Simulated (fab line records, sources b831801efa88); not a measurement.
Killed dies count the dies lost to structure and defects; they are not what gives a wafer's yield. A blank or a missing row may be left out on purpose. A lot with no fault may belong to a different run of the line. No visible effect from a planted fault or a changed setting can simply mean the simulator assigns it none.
Which tool was responsible? -- flow sky130 -- Sampling: 24 lots, 72 wafers, 6 of 708 route steps

WHAT THE GAUGES READ, wafer by wafer
SKY_CONTACT_CD_MEAS_14 targets a cd of 170 nm. Usual: cd-nm reads 170.3 nm (standard deviation 1.4).
lot,measured,on,cd-nm (nm),flag
L075,day 31 09:58,cd-sem-02,170.8 168.9 168.1,
L074,day 31 12:19,cd-sem-02,169.4 170.2 171.1,
L076,day 31 23:55,cd-sem-02,169.6 170.9 171.1,
L077,day 32 05:29,cd-sem-01,168.7 168.9 167.7,
L078,day 32 21:27,cd-sem-02,168.5 169.5 168.2,
L079,day 33 03:31,cd-sem-01,170.3 170.9 171.6,
L080,day 33 08:31,cd-sem-02,169.6 170.2 171.1,
L081,day 33 18:04,cd-sem-01,171.4 171.7 171.3,
L082,day 33 22:50,cd-sem-01,170.9 169.5 171.2,
L083,day 34 08:51,cd-sem-02,169.7 171.1 170.8,
L084,day 34 20:21,cd-sem-01,169.4 169.9 170.0,
L085,day 35 04:27,cd-sem-01,170.3 169.0 169.2,
L086,day 35 08:20,cd-sem-02,167.4 169.8 169.2,
L087,day 35 16:17,cd-sem-01,170.5 170.4 170.4,
L088,day 36 00:01,cd-sem-02,168.6 167.9 169.7,
L089,day 36 00:22,cd-sem-01,171.2 169.9 171.4,
L090,day 36 12:23,cd-sem-02,171.3 171.8 171.7,
L091,day 36 18:11,cd-sem-01,170.6 171.3 168.8,
L092,day 36 21:50,cd-sem-01,172.6 173.6 172.5,
L093,day 37 01:50,cd-sem-01,169.7 169.5 169.8,
L094,day 38 00:19,cd-sem-02,172.2 170.8 173.8,
L095,day 38 12:17,cd-sem-02,168.7 169.5 168.9,
L097,day 38 19:37,cd-sem-01,171.3 170.7 171.6,
L096,day 39 05:44,cd-sem-02,171.7 172.9 172.1,

SKY_VIA4_THK_MEAS_20: measures by xrf. Usual: VIA4_W_THK gives 497 nm (standard deviation 9).
lot,measured,on,VIA4_W_THK (nm),flag
L075,day 42 15:44,film-metro-03,506 491 493,
L074,day 42 18:40,film-metro-04,492 509 515,
L076,day 43 03:29,film-metro-03,498 496 506,
L077,day 43 07:49,film-metro-02,489 485 503,
L078,day 44 01:23,film-metro-03,482 503 501,
L079,day 44 02:38,film-metro-03,509 490 505,
L080,day 44 06:07,film-metro-02,500 496 497,
L081,day 44 17:13,film-metro-04,501 483 478,
L082,day 44 21:50,film-metro-03,488 492 495,
L083,day 45 05:37,film-metro-04,488 520 487,
L084,day 45 15:39,film-metro-04,507 508 509,
L085,day 45 23:13,film-metro-03,482 506 483,
L086,day 46 02:44,film-metro-02,493 489 491,
L087,day 46 06:09,film-metro-03,508 487 489,
L088,day 46 12:34,film-metro-04,502 496 498,
L089,day 46 14:11,film-metro-04,516 488 509,
L090,day 46 21:47,film-metro-02,485 487 507,
L091,day 47 02:12,film-metro-02,493 497 493,
L092,day 47 05:15,film-metro-02,498 500 488,
L093,day 47 08:17,film-metro-03,501 494 508,
L094,day 48 00:26,film-metro-02,500 488 501,
L095,day 48 12:56,film-metro-04,504 482 487,
L097,day 48 17:25,film-metro-02,488 498 491,
L096,day 48 22:56,film-metro-03,496 498 489,

WHAT TOOL EACH LOT RAN ON (gives the tool, then ch and the chambers of the sampled wafers, and finally the start)
lot,SKY_CONTACT_ETCH_18,SKY_METAL1_SPUTTER_00,SKY_VIA3_CMP_02,SKY_METAL4_SPUTTER_03
L075,"rie-diel-01 ch 1,2,3, day 31 11:34 or earlier","pvd-sputter-03, day 31 11:34","cmp-02 ch 0,3, day 38 09:04","pvd-sputter-02, day 39 12:25"
L074,"rie-diel-01 ch 1,2, day 31 13:57 or earlier","pvd-sputter-02, day 31 13:57","cmp-02 ch 0,1,3, day 38 11:52","pvd-sputter-04, day 39 15:04"
L076,"rie-diel-01 ch 2,3, day 32 01:38 or earlier","pvd-sputter-03, day 32 01:38","cmp-02 ch 0,2,3, day 38 21:14","pvd-sputter-04, day 40 00:03"
L077,"rie-diel-01 ch 0,1,2, day 32 07:01 or earlier","pvd-sputter-03, day 32 07:01","cmp-01 ch 0,1, day 39 02:53","pvd-sputter-01, day 40 05:29"
L078,"rie-diel-01 ch 0,2,3, day 32 23:23 or earlier","pvd-sputter-04, day 32 23:23","cmp-02 ch 0,1,2, day 39 20:43","pvd-sputter-04, day 40 23:36"
L079,"rie-diel-01 ch 0,1,3, day 33 05:05 or earlier","pvd-sputter-03, day 33 05:05","cmp-01 ch 0,3, day 39 23:27","pvd-sputter-04, day 41 01:49"
L080,"rie-diel-04 ch 0,2,3, day 33 10:02 or earlier","pvd-sputter-03, day 33 10:02","cmp-01 ch 0,3, day 40 04:00","pvd-sputter-02, day 41 06:12"
L081,"rie-diel-04 ch 0,1,3, day 33 19:35 or earlier","pvd-sputter-03, day 33 19:35","cmp-01 ch 0,1,2, day 40 14:27","pvd-sputter-02, day 41 17:10"
L082,"rie-diel-04 ch 0,1, day 34 00:20 or earlier","pvd-sputter-04, day 34 00:20","cmp-01 ch 1,2,3, day 40 18:42","pvd-sputter-04, day 41 20:58"
L083,"rie-diel-04 ch 0,1,2, day 34 10:23 or earlier","pvd-sputter-02, day 34 10:23","cmp-01 ch 0,1,2, day 41 04:37","pvd-sputter-04, day 42 06:38"
L084,"rie-diel-02 ch 0,3, day 34 21:50 or earlier","pvd-sputter-03, day 34 21:50","cmp-02 ch 0,3, day 41 14:17","pvd-sputter-02, day 42 15:53"
L085,"rie-diel-04 ch 0,1,3, day 35 05:59 or earlier","pvd-sputter-02, day 35 05:59","cmp-02 ch 1,2,3, day 41 22:52","pvd-sputter-01, day 43 00:40"
L086,"rie-diel-01 ch 0,1, day 35 09:52 or earlier","pvd-sputter-03, day 35 09:52","cmp-02 ch 0,1,2, day 42 01:38","pvd-sputter-01, day 43 02:38"
L087,"rie-diel-04 ch 0,3, day 35 17:48 or earlier","pvd-sputter-04, day 35 17:48","cmp-02 ch 0,1,3, day 42 07:31","pvd-sputter-02, day 43 08:49"
L088,"rie-diel-02 ch 0,3, day 36 01:34 or earlier","pvd-sputter-04, day 36 01:34","cmp-02 ch 2,3, day 42 15:11","pvd-sputter-02, day 43 15:34"
L089,"rie-diel-04 ch 0,1,2, day 36 01:57 or earlier","pvd-sputter-03, day 36 01:57","cmp-02 ch 1,2, day 42 16:48","pvd-sputter-04, day 43 17:28"
L090,"rie-diel-01 ch 1,2, day 36 13:54 or earlier","pvd-sputter-03, day 36 13:54","cmp-02 ch 0,2, day 43 01:45","pvd-sputter-01, day 44 02:58"
L091,"rie-diel-04 ch 0,1,3, day 36 19:43 or earlier","pvd-sputter-03, day 36 19:43","cmp-01 ch 1,2,3, day 43 07:16","pvd-sputter-02, day 44 07:49"
L092,"rie-diel-04 ch 0,1,3, day 36 23:22 or earlier","pvd-sputter-02, day 36 23:22","cmp-02 ch 1,2,3, day 43 09:45","pvd-sputter-04, day 44 10:34"
L093,"rie-diel-01 ch 1,2, day 37 03:20 or earlier","pvd-sputter-03, day 37 03:20","cmp-01 ch 0,1,2, day 43 14:48","pvd-sputter-04, day 44 14:08"
L094,"rie-diel-02 ch 0,1,2, day 38 01:50 or earlier","pvd-sputter-03, day 38 01:50","cmp-02 ch 0,1,2, day 44 10:38","pvd-sputter-04, day 45 09:56"
L095,"rie-diel-01 ch 0,1,2, day 38 13:53 or earlier","pvd-sputter-03, day 38 13:53","cmp-01 ch 0,2,3, day 44 22:35","pvd-sputter-02, day 45 22:25"
L097,"rie-diel-04 ch 0,1, day 38 21:08 or earlier","pvd-sputter-04, day 38 21:08","cmp-02 ch 0,3, day 45 03:15","pvd-sputter-02, day 46 03:05"
L096,"rie-diel-02 ch 2,3, day 39 07:14 or earlier","pvd-sputter-03, day 39 07:14","cmp-01 ch 0,1, day 45 11:36","pvd-sputter-02, day 46 09:52"
- SKY_CONTACT_ETCH_18: etches Si3N4 in CHF3/O2, stops on TiN, time 39 s, target depth 75 nm.
- SKY_METAL1_SPUTTER_00: material Ti, target thk 15 nm, time 10 s.
- SKY_VIA3_CMP_02: polishes SiO2.
- SKY_METAL4_SPUTTER_03: material Ti, target thk 5 nm, time 3.3 s.

WHAT THE TOOLS THEMSELVES READ (means of the sampled wafers that have a number; where no wafer has one, the mark that the record gives instead)
SKY_CONTACT_ETCH_18. Usual: drypump-motor-current-A 5.6 A, standard deviation 0.41; oes-product-au 0.855 a.u., standard deviation 0.0079; throttle-valve-pct 8.793 %, standard deviation 0.0091.
lot,tool,drypump-motor-current-A (A),oes-product-au (a.u.),throttle-valve-pct (%),flag
L075,rie-diel-01,5.7,0.861,8.797,
L074,rie-diel-01,5.4,0.852,8.793,
L076,rie-diel-01,6.0,0.854,8.799,
L077,rie-diel-01,5.5,0.865,8.798,
L078,rie-diel-01,5.8,0.844,8.800,
L079,rie-diel-01,5.9,0.852,8.794,
L080,rie-diel-04,5.6,0.855,8.797,
L081,rie-diel-04,5.6,0.857,8.795,
L082,rie-diel-04,5.7,0.854,8.798,
L083,rie-diel-04,5.7,0.856,8.786,
L084,rie-diel-02,4.8,0.851,8.790,
L085,rie-diel-04,5.6,0.855,8.788,
L086,rie-diel-01,5.7,0.845,8.787,
L087,rie-diel-04,5.5,0.856,8.796,
L088,rie-diel-02,4.9,0.860,8.792,
L089,rie-diel-04,5.7,0.854,8.789,
L090,rie-diel-01,5.4,0.862,8.797,
L091,rie-diel-04,5.6,0.854,8.791,
L092,rie-diel-04,5.6,0.856,8.787,
L093,rie-diel-01,5.4,0.858,8.782,
L094,rie-diel-02,5.7,0.857,8.796,
L095,rie-diel-01,5.5,0.849,8.798,
L097,rie-diel-04,5.7,0.845,8.789,
L096,rie-diel-02,5.1,0.853,8.789,

SKY_METAL1_SPUTTER_00. Usual: throttle-valve-pct reads 30.1 % (standard deviation 0.63).
lot,tool,throttle-valve-pct (%),flag
L075,pvd-sputter-03,30.5,
L074,pvd-sputter-02,29.1,
L076,pvd-sputter-03,30.3,
L077,pvd-sputter-03,30.2,
L078,pvd-sputter-04,30.0,
L079,pvd-sputter-03,30.2,
L080,pvd-sputter-03,30.1,
L081,pvd-sputter-03,30.0,
L082,pvd-sputter-04,30.0,
L083,pvd-sputter-02,29.6,
L084,pvd-sputter-03,30.4,
L085,pvd-sputter-02,29.8,
L086,pvd-sputter-03,30.8,
L087,pvd-sputter-04,30.1,
L088,pvd-sputter-04,30.2,
L089,pvd-sputter-03,30.5,
L090,pvd-sputter-03,30.0,
L091,pvd-sputter-03,29.8,
L092,pvd-sputter-02,29.9,
L093,pvd-sputter-03,30.4,
L094,pvd-sputter-03,30.2,
L095,pvd-sputter-03,30.6,
L097,pvd-sputter-04,30.0,
L096,pvd-sputter-03,30.0,

SKY_VIA3_CMP_02. Usual: motor-current-A 12.0 A, standard deviation 1.1; platen-rpm 60.00 rpm, standard deviation 0.04.
lot,tool,motor-current-A (A),platen-rpm (rpm),flag
L075,cmp-02,12.8,60.03,
L074,cmp-02,12.4,60.03,
L076,cmp-02,12.2,59.94,
L077,cmp-01,11.2,60.03,
L078,cmp-02,12.0,60.01,
L079,cmp-01,10.7,59.96,
L080,cmp-01,10.6,60.00,
L081,cmp-01,12.1,60.04,
L082,cmp-01,12.1,59.98,
L083,cmp-01,11.8,59.99,
L084,cmp-02,13.4,60.00,
L085,cmp-02,11.6,60.01,
L086,cmp-02,12.2,60.05,
L087,cmp-02,12.3,59.99,
L088,cmp-02,12.4,59.98,
L089,cmp-02,11.2,60.03,
L090,cmp-02,12.2,59.99,
L091,cmp-01,11.9,59.99,
L092,cmp-02,12.2,60.01,
L093,cmp-01,12.4,59.98,
L094,cmp-02,12.0,60.03,
L095,cmp-01,11.5,60.01,
L097,cmp-02,12.9,60.00,
L096,cmp-01,11.3,59.96,

SKY_METAL4_SPUTTER_03. Usual: throttle-valve-pct reads 29.7 % (standard deviation 0.52).
lot,tool,throttle-valve-pct (%),flag
L075,pvd-sputter-02,29.6,
L074,pvd-sputter-04,30.1,
L076,pvd-sputter-04,30.1,
L077,pvd-sputter-01,30.0,
L078,pvd-sputter-04,30.0,
L079,pvd-sputter-04,29.9,
L080,pvd-sputter-02,29.6,
L081,pvd-sputter-02,29.9,
L082,pvd-sputter-04,30.0,
L083,pvd-sputter-04,29.9,
L084,pvd-sputter-02,29.6,
L085,pvd-sputter-01,29.6,
L086,pvd-sputter-01,29.7,
L087,pvd-sputter-02,29.3,
L088,pvd-sputter-02,29.3,
L089,pvd-sputter-04,30.0,
L090,pvd-sputter-01,29.6,
L091,pvd-sputter-02,29.6,
L092,pvd-sputter-04,30.0,
L093,pvd-sputter-04,30.0,
L094,pvd-sputter-04,29.9,
L095,pvd-sputter-02,29.2,
L097,pvd-sputter-02,29.7,
L096,pvd-sputter-02,29.0,

THE ANSWER, worked out from the rows above alone
Rule: take the mean of a lot's wafers that have a number; if it is more than 3 standard deviations from the usual mean, the lot is off. A lot without any number at a reading at which 4 lots or more have one is off too. Where the step has rows for the other lots, those lots are counted as sound. After the gauges, taken in route order, come the tools' own readings; for these a lot's mean is taken, as printed above. At the first step where some lot is off, the reading lying furthest off is the one used; lots without a number count as furthest.
None of the lots is off at any reading shown; this tells nothing.

WHAT HAD BEEN PUT IN BY THE SIMULATOR
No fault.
